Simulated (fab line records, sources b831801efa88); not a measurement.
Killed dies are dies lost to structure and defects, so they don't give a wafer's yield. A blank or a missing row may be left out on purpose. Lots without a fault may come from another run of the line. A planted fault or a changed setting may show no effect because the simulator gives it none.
A struck lot beside a sound one | flow sfq_line | 14 steps out of a route of 325
Sound: wafers L359.3, L359.5, L359.6. Struck: wafer L370.6. (L370.2, L370.5 of the same lot were not struck and are left out.) The cause comes at the end.
At each step with rows: each side's tool, then ch and its chambers, then its first start. Under that, the readings that differ: sound wafers | struck wafers | difference of the means | sigmas: that difference in standard deviations of wafers without a fault.
alike: readings whose means differ by less than 2 such deviations, and words and numbers that are the same on both sides. not compared: withheld readings, readings that some wafer has no value for, bounds like >300 that may hide the same value, and numbers for which the record gives no deviation and whose values overlap.
The two part at a step that has a row with sigmas, a row that says differs or no value, or rows on one side only. Numbers that don't overlap but have no deviation are shown without sigmas and don't part them. A reading that every wafer of one side lacks parts them only if that side has two wafers or more.

first, 6 steps without rows for these wafers: SFQ_TRILAYER_M5_LITHO_COAT_128 (resist thk 62 nm); SFQ_TRILAYER_M5_LITHO_COAT_123 (resist thk 600 nm); SFQ_TRILAYER_M5_LITHO_SOFTBAKE_127; SFQ_TRILAYER_M5_LITHO_EXPOSE_124 (exposes mask M5, target cd 700 nm); SFQ_TRILAYER_M5_LITHO_PEB_126 (peb time 60 s); SFQ_TRILAYER_M5_LITHO_DEVELOP_125 (time 60 s).
SFQ_M5_OVL_MEAS_932:
  sound on overlay-01, day 59 23:05; struck on overlay-02, day 71 03:24
  alike: M5_OVL
SFQ_TRILAYER_M5_BARC_OPEN_METAL_ETCH_161: etches BARC in O2, target depth 125 nm, time 41.7 s.
  sound on rie_metal-03 ch 0,1, day 59 23:08; struck on rie_metal-03 ch 1, day 71 03:26
  alike: drypump_motor_current_A, oes_product_au
  not compared: rf_hours_counter_h
SFQ_TRILAYER_M5_ETCH_METAL_ETCH_126: etches Nb in Cl2/BCl3, stops on SiO2, time 203.2 s, target depth 265 nm.
  sound on rie_metal-03 ch 0,1, day 59 23:14; struck on rie_metal-03 ch 1, day 71 03:29
  alike: drypump_motor_current_A, oes_product_au
  not compared: rf_hours_counter_h
SFQ_TRILAYER_M5_STRIP_STRIP_127: strips in O2.
  sound on rie_metal-03 ch 0,1, day 59 23:34; struck on rie_metal-03 ch 1, day 71 03:41
  alike: drypump_motor_current_A, oes_product_au
  not compared: rf_hours_counter_h
then, 1 step without rows for these wafers: SFQ_TRILAYER_M5_STRIP_SOLV_CLEAN_128 (cleans in NMP, time 600 s).
SFQ_TRILAYER_A5B_DEP_PECVD_129: deposits SiO2 from SiH4/N2O, time 133.33 s, target thk 600 nm.
  sound on pecvd-03 ch 0,1,2, day 60 00:08; struck on pecvd-02 ch 0, day 71 04:28
  alike: chamber_pressure_Torr, heater_power_w, throttle_valve_pct
SFQ_TRILAYER_A5B_CMP_CMP_130: polishes, stops on Nb, target thk 340.7 nm.
  sound on cmp-01 ch 0,3, day 60 00:14; struck on cmp-02 ch 1, day 71 10:09
  reading                 | sound             | struck | difference | sigmas
  head_pressure_psi (psi) | 3.000 3.003 2.987 | 3.113  | +0.116     | +17
  alike: motor_current_A
SFQ_TRILAYER_A5B_METRO_MEASURE_131:
  sound on film_metro-04, day 60 03:38; struck on film_metro-01, day 71 11:21
  reading     | sound       | struck | difference | sigmas
  thk_nm (nm) | 338 337 343 | 354    | +15        | +2

WHERE THEY PART
First at SFQ_TRILAYER_A5B_CMP_CMP_130; last, within this record, at SFQ_TRILAYER_A5B_METRO_MEASURE_131.

WHY: what the simulator had put in
Process parameter drift: cmp-02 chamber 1, from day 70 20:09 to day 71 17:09, at SFQ_TRILAYER_A5B_CMP_CMP_130. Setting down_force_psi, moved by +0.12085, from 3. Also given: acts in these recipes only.
